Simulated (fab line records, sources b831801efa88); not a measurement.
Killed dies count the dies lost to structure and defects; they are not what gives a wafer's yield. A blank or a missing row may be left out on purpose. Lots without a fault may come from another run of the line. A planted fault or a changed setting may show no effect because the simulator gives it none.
Problem report in the 8D (eight disciplines) form, filled by code / flow gf180mcu / the parts of the form that need people (team, actions taken, sign-off) are left out

== 1. WHAT IS WRONG ==
Mean NSD_RS at GF_PSD_RS_MEAS_14: 43.23 ohm/sq over 6 wafers in 2 lots; fault-free wafers: 46.15 ohm/sq, standard deviation 0.083. Measured from the usual mean, that is -35 standard deviations.
The step: measures by four-point-probe.
First seen on wafer L738.1, day 19 23:36, on film metro-01. Wafers with a number at this step in the record: 33, from 11 lots. Rule for "out" (also "out of limits"): further than 4 standard deviations from the usual mean. All remaining wafers that have a number are taken as sound.

== 2. WHAT IT IS, AND WHAT IT ISN'T ==
question=which readings at this step | is=NSD_RS | is not=-
question=which lots | is=L738, L739 | is not=L722, L723, L724, L726, L729, L730, L743, L744, L745
question=which wafers of those lots | is=all that have a number | is not=-
question=read on which gauges | is=film metro-01, film metro-04 | is not=film metro-03
question=when | is=from day 19 23:36 | is not=up to then (18 sound wafers); but 9 sound wafers of L743, L744, L745 came after

== 3. THE SUSPECTS, EACH WITH WHAT RULES IT OUT ==
Counting: a tool at any process step up to the reading remains a suspect when it ran all the lots that are out and ran no sound lot after the first of those.
- the gauge at GF_PSD_RS_MEAS_14 has been ruled out. The wafers that are out were read on 2 gauges (film metro-01, film metro-04).
- implanter-03 at GF_NSD_IMPLANT_10: ruled out as a lasting fault. After its first lot that is out, L738 (day 18 22:14), sound lots L745 ran on it.
- plasma asher-02 at GF_NSD_STRIP_11 (strips in O2/N2): ruled out as a lasting fault. After its first lot that is out, L738 (day 18 22:23), sound lots L743, L745 ran on it.
Left after counting: nothing in the record.

== 4. THE CAUSE (what the simulator had put in) ==
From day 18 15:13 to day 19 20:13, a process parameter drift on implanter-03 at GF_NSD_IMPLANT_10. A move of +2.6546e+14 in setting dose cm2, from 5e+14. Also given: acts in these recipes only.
Counting ruled it out, wrongly: the rule takes a fault to strike every lot that its tool runs from its start on, and this one did not.

== 5. THE EFFECT CHAIN, in route order ==
Each row: a reading whose mean over the struck wafers that have a number lies more than 3 standard deviations from the usual. Only readings whose record carries a usual standard deviation are examined. hours: median over the lots of the time between each lot's start at the first step of this table that gives one and its start at this step. sigmas: the change, counted in usual standard deviations.
hours=0; step=GF_NSD_IMPLANT_10; reading=dose ions cm2; usual=5e+14; on struck wafers=8e+14; change=+3e+14; sigmas=+99 or more
hours=0; step=GF_NSD_IMPLANT_10; reading=end station pressure torr; usual=7.3e-06 Torr; on struck wafers=8.7e-06; change=+1.4e-06; sigmas=+3.5
hours=0; step=GF_NSD_IMPLANT_10; reading=faraday current uA; usual=2783; on struck wafers=4291; change=+1508; sigmas=+26
hours=0; step=GF_NSD_STRIP_11; reading=strip time to endpoint s; usual=22.96 s; on struck wafers=23.25; change=+0.29; sigmas=+7.1
hours=25; step=GF_PSD_RS_MEAS_14; reading=NSD_RS; usual=46.15 ohm/sq; on struck wafers=43.23; change=-2.92; sigmas=-35
Its process steps:
- GF_NSD_IMPLANT_10
- GF_NSD_STRIP_11: strips in O2/N2.
At these later measuring or inspecting steps, every struck wafer for which the step has a row has a number for every such reading, and none has moved that far: GF_V2_BOW_MEAS_05.

== 6. HOW IT WOULD HAVE BEEN CAUGHT EARLIER ==
In this record the first reading out of limits at a measuring or inspecting step was taken at day 19 23:36, 32 hours after the fault began at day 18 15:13.
The tool's own readings at GF_NSD_IMPLANT_10 were out on every struck wafer that the step has a row for (dose ions cm2, faraday current uA): an alarm limit on them would have fired on the first of those.
